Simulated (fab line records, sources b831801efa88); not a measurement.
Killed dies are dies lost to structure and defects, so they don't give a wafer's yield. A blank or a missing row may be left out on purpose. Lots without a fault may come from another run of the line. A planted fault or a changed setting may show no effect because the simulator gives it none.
Which tool did it? | flow gf180mcu | 24 lots, 72 wafers sampled, at 4 steps of a route of 602

WHAT THE GAUGES READ, wafer by wafer
GF_VT_IMPLANT_TW_MEAS_10. Usual: VT_IMPLANT_TW 564.7, standard deviation 2.7.
lot  | measured     | on            | VT_IMPLANT_TW     | flag
L074 | day 5 15:52  | film_metro-02 | 560.6 563.2 564.5 |
L075 | day 5 21:14  | film_metro-04 | 566.7 563.3 568.7 |
L076 | day 6 07:36  | film_metro-04 | 569.6 566.1 570.3 |
L077 | day 6 11:35  | film_metro-04 | 567.1 569.2 567.5 |
L078 | day 6 18:31  | film_metro-02 | 561.4 563.3 564.1 |
L079 | day 7 01:27  | film_metro-03 | 559.0 564.4 565.2 |
L080 | day 7 08:01  | film_metro-04 | 569.2 567.4 569.6 |
L081 | day 7 10:51  | film_metro-03 | 561.7 566.4 563.5 |
L082 | day 7 16:59  | film_metro-04 | 568.0 570.6 567.4 |
L083 | day 8 01:58  | film_metro-03 | 562.4 561.2 563.1 |
L084 | day 8 05:18  | film_metro-02 | 560.7 564.8 562.9 |
L085 | day 8 11:34  | film_metro-03 | 559.8 565.3 564.7 |
L086 | day 8 18:34  | film_metro-02 | 566.5 566.5 562.8 |
L087 | day 8 22:49  | film_metro-04 | 567.0 561.0 561.3 |
L088 | day 9 07:01  | film_metro-03 | 569.1 561.7 565.6 |
L089 | day 9 15:34  | film_metro-04 | 565.0 568.2 562.0 |
L090 | day 9 17:45  | film_metro-02 | 559.8 562.4 563.8 |
L091 | day 10 00:40 | film_metro-04 | 568.0 563.4 568.4 |
L092 | day 10 10:22 | film_metro-03 | 561.3 564.4 565.3 |
L093 | day 10 16:39 | film_metro-03 | 563.5 563.2 563.2 |
L094 | day 10 21:22 | film_metro-02 | 563.9 563.4 562.6 |
L095 | day 11 01:25 | film_metro-03 | 563.3 567.1 562.6 |
L096 | day 11 10:28 | film_metro-03 | 563.2 564.5 563.4 |
L097 | day 11 19:52 | film_metro-04 | 567.4 567.6 566.0 |

GF_VT_IMPLANT_OVL_MEAS_40. Usual: VT_IMPLANT_03_OVL 0.0 nm, standard deviation 1.1.
lot  | measured     | on         | VT_IMPLANT_03_OVL (nm) | flag
L074 | day 7 12:47  | overlay-02 | 2.0 2.2 1.6            |
L075 | day 7 20:11  | overlay-02 | -0.4 0.7 0.4           |
L076 | day 8 06:08  | overlay-02 | -1.1 -1.3 -2.3         |
L077 | day 8 10:57  | overlay-01 | 1.4 -0.4 -1.1          |
L078 | day 8 17:37  | overlay-01 | -1.7 -1.1 -0.6         |
L079 | day 9 01:58  | overlay-02 | 0.1 -0.9 -0.8          |
L080 | day 9 09:41  | overlay-01 | 1.5 1.8 0.4            |
L081 | day 9 13:31  | overlay-01 | -0.6 0.1 -0.9          |
L082 | day 9 18:41  | overlay-02 | -0.8 -0.3 -1.2         |
L083 | day 10 04:26 | overlay-02 | 1.1 0.5 1.2            |
L084 | day 10 10:16 | overlay-01 | 0.3 0.2 0.9            |
L085 | day 10 14:25 | overlay-02 | -1.2 0.3 -1.0          |
L086 | day 10 23:04 | overlay-02 | -0.2 -0.3 -0.5         |
L087 | day 11 05:34 | overlay-01 | 0.2 0.0 -0.9           |
L088 | day 11 13:49 | overlay-02 | 0.2 -0.8 -1.0          |
L089 | day 11 22:58 | overlay-02 | 0.3 -0.7 -0.5          |
L090 | day 12 00:58 | overlay-01 | -1.6 0.9 -0.1          |
L091 | day 12 09:01 | overlay-02 | 0.8 -0.1 0.7           |
L092 | day 12 19:20 | overlay-02 | -1.7 -0.9 -1.3         |
L093 | day 13 02:37 | overlay-02 | -1.0 -1.4 -0.5         |
L094 | day 13 08:04 | overlay-02 | -0.5 0.4 -0.9          |
L095 | day 13 11:41 | overlay-01 | 1.5 1.4 3.0            |
L096 | day 13 22:46 | overlay-01 | -1.6 -0.3 0.4          |
L097 | day 14 08:31 | overlay-01 | 0.4 0.5 -0.5           |

GF_M3_CD_MEAS_14: target cd 280 nm. Usual: cd_nm 280.1 nm, standard deviation 1.3.
lot  | measured     | on        | cd_nm (nm)        | flag
L074 | day 21 08:08 | cd_sem-02 | 281.8 282.1 281.3 |
L075 | day 21 18:49 | cd_sem-02 | 281.2 280.9 280.6 |
L076 | day 22 15:01 | cd_sem-02 | 280.5 279.9 279.4 |
L077 | day 22 17:43 | cd_sem-02 | 277.7 278.2 279.5 |
L078 | day 23 04:02 | cd_sem-02 | 279.6 278.0 278.4 |
L079 | day 23 12:25 | cd_sem-02 | 281.9 279.7 279.9 |
L080 | day 23 18:53 | cd_sem-01 | 281.2 281.5 281.4 |
L081 | day 24 03:16 | cd_sem-02 | 281.3 279.9 281.9 |
L082 | day 24 06:30 | cd_sem-01 | 279.6 279.6 280.7 |
L083 | day 24 21:29 | cd_sem-02 | 280.8 280.9 281.0 |
L084 | day 25 08:16 | cd_sem-02 | 282.1 281.6 281.2 |
L085 | day 25 05:59 | cd_sem-01 | 278.4 278.7 277.9 |
L086 | day 25 19:25 | cd_sem-02 | 281.5 280.1 280.6 |
L087 | day 26 02:19 | cd_sem-02 | 279.8 280.1 279.7 |
L088 | day 26 10:05 | cd_sem-02 | 279.7 279.7 279.9 |
L089 | day 26 18:26 | cd_sem-01 | 280.2 280.0 280.8 |
L090 | day 26 19:28 | cd_sem-02 | 282.2 281.7 282.3 |
L091 | day 27 10:50 | cd_sem-01 | 281.9 281.8 282.0 |
L092 | day 27 20:36 | cd_sem-02 | 279.4 279.9 280.1 |
L093 | day 28 06:52 | cd_sem-02 | 281.4 281.4 281.2 |
L094 | day 28 09:28 | cd_sem-02 | 278.4 278.2 277.8 |
L095 | day 28 11:14 | cd_sem-02 | 279.2 280.3 280.2 |
L096 | day 29 01:02 | cd_sem-02 | 279.6 281.6 279.2 |
L097 | day 29 08:41 | cd_sem-01 | 277.9 277.4 277.1 |

WHICH TOOL RAN EACH LOT (tool, then ch and the chambers of the sampled wafers, then the start)
lot  | GF_V2_ETCH_16
L074 | rie_diel-03 ch 0,1, day 20 06:43
L075 | rie_diel-04 ch 0,1, day 20 17:50
L076 | rie_diel-04 ch 0,1, day 21 14:04
L077 | rie_diel-04 ch 0,1,3, day 21 16:20
L078 | rie_diel-04 ch 1,2,3, day 22 02:19
L079 | rie_diel-04 ch 1,3, day 22 12:17
L080 | rie_diel-04 ch 0,1,3, day 22 19:07
L081 | rie_diel-01 ch 1,2, day 23 02:46
L082 | rie_diel-04 ch 1,2, day 23 06:38
L083 | rie_diel-01 ch 2,3, day 23 21:32
L084 | rie_diel-01 ch 0,1,2, day 24 08:59
L085 | rie_diel-01 ch 0,2,3, day 24 07:00
L086 | rie_diel-01 ch 0,1,2, day 24 20:23
L087 | rie_diel-01 ch 1,3, day 25 03:42
L088 | rie_diel-04 ch 2,3, day 25 11:33
L089 | rie_diel-01 ch 0,1,2, day 25 19:56
L090 | rie_diel-03 ch 0,1,2, day 25 21:12
L091 | rie_diel-04 ch 0,1,2, day 26 12:22
L092 | rie_diel-04 ch 0,2, day 26 22:43
L093 | rie_diel-03 ch 1,2,3, day 27 09:44
L094 | rie_diel-04 ch 0,1,3, day 27 12:11
L095 | rie_diel-01 ch 0,2,3, day 27 13:31
L096 | rie_diel-01 ch 1,2,3, day 28 03:21
L097 | rie_diel-01 ch 0,3, day 28 11:35
- GF_V2_ETCH_16: etches BARC in N2/H2.

WHAT THE TOOLS THEMSELVES READ (means of the sampled wafers that have a number; where no wafer has one, the mark that the record gives instead)
GF_V2_ETCH_16. Usual: drypump_motor_current_A 5.7 A, standard deviation 0.54; oes_product_au 0.855 a.u., standard deviation 0.0053; throttle_valve_pct 13.224 %, standard deviation 0.0095.
lot  | tool        | drypump_motor_current_A (A) | oes_product_au (a.u.) | throttle_valve_pct (%) | flag
L074 | rie_diel-03 | 5.9                         | 0.854                 | 13.228                 |
L075 | rie_diel-04 | 5.8                         | 0.855                 | 13.235                 |
L076 | rie_diel-04 | 5.8                         | 0.857                 | 13.231                 |
L077 | rie_diel-04 | 5.9                         | 0.852                 | 13.215                 |
L078 | rie_diel-04 | 5.7                         | 0.856                 | 13.230                 |
L079 | rie_diel-04 | 6.0                         | 0.852                 | 13.220                 |
L080 | rie_diel-04 | 5.9                         | 0.857                 | 13.226                 |
L081 | rie_diel-01 | 5.2                         | 0.854                 | 13.229                 |
L082 | rie_diel-04 | 5.2                         | 0.856                 | 13.228                 |
L083 | rie_diel-01 | 5.5                         | 0.859                 | 13.230                 |
L084 | rie_diel-01 | 5.2                         | 0.856                 | 13.223                 |
L085 | rie_diel-01 | 5.5                         | 0.856                 | 13.222                 |
L086 | rie_diel-01 | 5.2                         | 0.850                 | 13.222                 |
L087 | rie_diel-01 | 5.4                         | 0.856                 | 13.224                 |
L088 | rie_diel-04 | 6.2                         | 0.849                 | 13.217                 |
L089 | rie_diel-01 | 5.2                         | 0.858                 | 13.223                 |
L090 | rie_diel-03 | 6.0                         | 0.853                 | 13.215                 |
L091 | rie_diel-04 | 5.6                         | 0.858                 | 13.231                 |
L092 | rie_diel-04 | 6.0                         | 0.857                 | 13.216                 |
L093 | rie_diel-03 | 6.3                         | 0.852                 | 13.223                 |
L094 | rie_diel-04 | 5.9                         | 0.855                 | 13.222                 |
L095 | rie_diel-01 | 5.5                         | 0.855                 | 13.235                 |
L096 | rie_diel-01 | 5.5                         | 0.851                 | 13.226                 |
L097 | rie_diel-01 | 5.5                         | 0.853                 | 13.225                 |

THE ANSWER, worked out from the rows above alone
Rule: a lot is off if the mean of its wafers that have a number lies more than 3 standard deviations from the usual mean. A lot without any number at a reading at which 4 lots or more have one is off too. The other lots that the step has rows for count as sound. The gauges are gone through in route order, then the tools' own readings, and for those a lot's mean is taken as printed above. The first step at which some lot is off is used, and at that step the reading that is off furthest; a lot without a number counts as furthest.
No lot is off at any reading shown: from this, nothing can be told.

WHAT THE SIMULATOR HAD PUT IN
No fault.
